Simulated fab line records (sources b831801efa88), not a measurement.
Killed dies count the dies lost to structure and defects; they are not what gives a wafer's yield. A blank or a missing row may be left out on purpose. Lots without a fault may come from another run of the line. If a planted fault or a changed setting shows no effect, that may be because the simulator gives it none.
Struck lot and sound lot, side by side ; flow sky130 ; 16 steps out of a route of 708
Sound: the wafers L917.2, L917.4, L917.6. Struck: wafer L922.1. (L922.4, L922.6 of the same lot were not struck and are left out.) The cause comes at the end.
At each step with rows: each side's tool, then ch and its chambers, then its first start. Under that, the readings that differ: sound wafers ; struck wafers ; difference of the means ; sigmas: that difference in standard deviations of wafers without a fault.
alike: words and numbers the same on both sides, and readings whose means are apart by under 2 such deviations; not compared: readings that were withheld, readings missing a value for some wafer, numbers with overlapping values and no deviation given by the record, and bounds like >300 which may hide the same value.
Wherever a step has rows on one side only, a row that says differs or no value, or a row with sigmas, the two part there. Non-overlapping numbers with no deviation appear without sigmas and do not part them. A reading missing from all wafers of one side parts the sides only when that side holds two or more wafers.

first, 2 steps without rows for these wafers: SKY_LOCAL_INTERCONNECT_PEB_09; SKY_LOCAL_INTERCONNECT_DEVELOP_10 (develop time 60 s).
SKY_LOCAL_INTERCONNECT_CD_MEAS_11 targets a cd of 170 nm.
  sound on cd_sem-01 at day 33 18:26; struck on cd_sem-01 at day 35 08:07
  alike: cd_nm
SKY_LOCAL_INTERCONNECT_OVL_MEAS_12:
  sound on overlay-02 at day 33 18:32; struck on overlay-02 at day 35 08:14
  alike: LOCAL_INTERCONNECT_OVL
SKY_LOCAL_INTERCONNECT_ETCH_13: etches BARC in N2/H2, stops on SiO2, time 45.9 s, target depth 60 nm.
  sound on rie_metal-04 ch 0,1, day 33 18:34; struck on rie_metal-02 ch 0, day 35 08:16
reading;sound;struck;difference;sigmas
throttle_valve_pct (%);13.237 13.236 13.222;13.214;-0.018;-2
  alike: drypump_motor_current_A, n2_flow_sccm, oes_product_au
  not compared: rf_hours_counter_h
SKY_LOCAL_INTERCONNECT_METAL_ETCH_14: etches TiN in Cl2/BCl3, stops on PSG, target depth 110 nm, time 31.4 s.
  sound on rie_metal-04 ch 0,1, day 33 18:38; struck on rie_metal-02 ch 0, day 35 08:20
  alike: drypump_motor_current_A, oes_product_au, throttle_valve_pct
  not compared: rf_hours_counter_h
SKY_LOCAL_INTERCONNECT_STRIP_15: strips in O2/N2.
  sound on plasma_asher-01 ch 0,1, day 33 18:41; struck on plasma_asher-02 ch 0, day 35 08:23
  alike: drypump_motor_current_A, n2_flow_sccm, oes_product_au, strip_time_to_endpoint_s
  not compared: rf_hours_counter_h
then, 3 steps without rows for these wafers: SKY_LOCAL_INTERCONNECT_STRIP_16 (strips in post etch residue remover, time 1200 s); SKY_LOCAL_INTERCONNECT_CLEAN_17 (cleans in IPA, time 180 s); SKY_LOCAL_INTERCONNECT_CLEAN_18 (cleans in O3/DIW).
SKY_CONTACT_CVD_00: deposits Si3N4, target thk 75 nm.
  sound on pecvd-02 ch 0,1,2, day 33 19:19; struck on pecvd-02 ch 1, day 35 09:01
  alike: heater_power_w
SKY_CONTACT_THK_MEAS_01:
  sound on film_metro-04 at day 33 19:22; struck on film_metro-01 at day 35 09:02
  alike: CONTACT_CVD_00_THK
SKY_CONTACT_HDPCVD_02: deposits SiO2, target thk 565 nm, time 94.2 s.
  sound on hdpcvd-01 ch 1,2, day 33 19:25; struck on hdpcvd-01 ch 1, day 35 09:06
reading;sound;struck;difference;sigmas
run_length_s (s);122.3 122.3 122.4;119.4;-2.9;-5
model.SiO2_of_CONTACT_HDPCVD_02.thk_nm (nm);559.1 564.9 575.7;558;-9;
SKY_CONTACT_THK_MEAS_03:
  sound on film_metro-01 at day 33 19:30; struck on film_metro-02 at day 35 09:10
  alike: CONTACT_HDPCVD_THK
SKY_CONTACT_CMP_04: polishes SiO2.
  sound on cmp-02 ch 1,3, day 33 19:33; struck on cmp-01 ch 2, day 35 09:20
  alike: motor_current_A, slurry_filter_dp_kPa, time_to_endpoint_s
-- the record jumps here: 14 days lie between the struck wafers' starts before and after (it left off in module CONTACT and takes up again in module PAD_OPEN, whose first step shown is number 708 of the route) --
SKY_PAD_OPEN_PROBE_99:
  sound on prober-02 at day 48 12:07; struck on prober-01 at day 49 14:26
  alike: killed_at_M0_to_M3, killed_at_M4_up, killed_at_contacts, killed_at_front_end, killed_at_other, killed_dies, killed_open, killed_short

## WHERE THEY PART
At SKY_LOCAL_INTERCONNECT_ETCH_13 first; at SKY_CONTACT_HDPCVD_02 last (within this record only). Later steps at which nothing parts them and some readings are alike: SKY_CONTACT_THK_MEAS_03, SKY_CONTACT_CMP_04, SKY_PAD_OPEN_PROBE_99.

WHY: what had been put in by the simulator
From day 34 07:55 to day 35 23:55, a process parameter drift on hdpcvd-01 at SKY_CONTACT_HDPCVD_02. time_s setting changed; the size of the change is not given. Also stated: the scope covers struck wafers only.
